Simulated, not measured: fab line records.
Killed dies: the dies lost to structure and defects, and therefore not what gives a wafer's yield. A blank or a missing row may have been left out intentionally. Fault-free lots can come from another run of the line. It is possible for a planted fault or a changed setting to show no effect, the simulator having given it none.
A lot that was struck, set against a sound lot | flow sky130 | 15 out of 708 route steps
Sound: wafers L747.4, L747.5, L747.6. Wafers L761.2, L761.4, L761.5 were the ones struck. The cause is given at the end.
For every step that has rows: the tool of each side, followed by ch and its chambers, followed by its first start. Under that, the readings that differ: sound wafers | struck wafers | difference of the means | sigmas: that difference in standard deviations of wafers without a fault.
alike: readings with means less than 2 such deviations apart, plus words and numbers identical on both sides. not compared: withheld readings, readings lacking a value on some wafer, bounds such as >300 that could conceal the same value, and numbers that have no deviation in the record and whose values overlap.
A row with sigmas, a row that says differs or no value, or rows on one side alone: a step with any of these is where the two part. Non-overlapping numbers with no deviation appear without sigmas and do not part them. A reading that every wafer of one side lacks parts them only if that side has two wafers or more.

first, 2 steps without rows for these wafers: SKY_POLY_GATE_CLEAN_19 (cleans in SC1/SC2, time 150 s); SKY_POLY_GATE_OXIDATION_20 (stabilise 600 s, purge 300 s, target thk 4 nm).
SKY_POLY_GATE_THK_MEAS_21:
  sound on film-metro-03 at day 16 17:55; struck on film-metro-04 at day 21 23:13
  alike: POLY_GATE_OXIDATION_THK
SKY_POLY_GATE_CD_MEAS_22:
  sound on cd-sem-01 at day 16 18:02; struck on cd-sem-02 at day 21 23:17
  alike: cd-nm
then, 7 steps without rows for these wafers: SKY_LDD_N_DEHYDRATE_00 (time 60 s); SKY_LDD_N_HMDS_01 (prime time 60 s); SKY_LDD_N_COAT_02 (resist thk 300 nm); SKY_LDD_N_SOFTBAKE_03 (time 60 s); SKY_LDD_N_EXPOSE_04 (exposes mask NTM, target cd 840 nm); SKY_LDD_N_PEB_05; SKY_LDD_N_DEVELOP_06 (develop time 60 s).
SKY_LDD_N_OVL_MEAS_07:
  sound on overlay-01 at day 17 23:07; struck on overlay-01 at day 23 05:30
  alike: LDD_N_OVL
SKY_LDD_N_IMPLANT_08:
  sound on implanter-04 ch 0, day 17 23:13; struck on implanter-03 ch 0, day 23 05:34
  reading                          | sound                      | struck                        | difference | sigmas
  beam-on-s (s)                    | 9.85 9.78 9.72             | 10.95 11.47 11.14             | +1.40      | +7
  end-station-pressure-torr (Torr) | 5.09e-06 5.49e-06 5.08e-06 | 8.607e-05 7.667e-05 7.471e-05 | +7.393e-05 | +99 or more
  faraday-current-uA               | 428 431 434                | 377 361 369                   | -62        | -7
following that, these wafers have no rows for 1 step: SKY_LDD_N_IMPLANT_09.
-- here the record skips 26 days between the struck wafers' starts before and after, leaving off in module LDD_N and picking up in module PAD_OPEN (first step shown: number 708 of the route) --
SKY_PAD_OPEN_PROBE_99:
  sound on prober-02 at day 46 00:58; struck on prober-02 at day 49 09:43
  reading                     | sound             | struck            | difference | sigmas
  model.etest.tip-n.rs-ohm-sq | 440.7 441.7 441.3 | 431.7 430.6 436.4 | -8.3       |
  alike: killed_at_M0_to_M3, killed_at_M4_up, killed-at-contacts, killed-at-front-end, killed-at-other, killed-dies, killed-open, killed-short

== WHERE THEY PART ==
SKY_LDD_N_IMPLANT_08 only, going by this record. Later steps at which nothing parts them and some readings are alike: SKY_PAD_OPEN_PROBE_99.

WHY: what the simulator had put in
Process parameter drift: implanter-03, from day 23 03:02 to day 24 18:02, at SKY_LDD_N_IMPLANT_08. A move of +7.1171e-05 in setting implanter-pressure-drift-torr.
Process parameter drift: implanter-03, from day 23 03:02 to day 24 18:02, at SKY_LDD_N_IMPLANT_08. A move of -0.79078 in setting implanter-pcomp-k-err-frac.
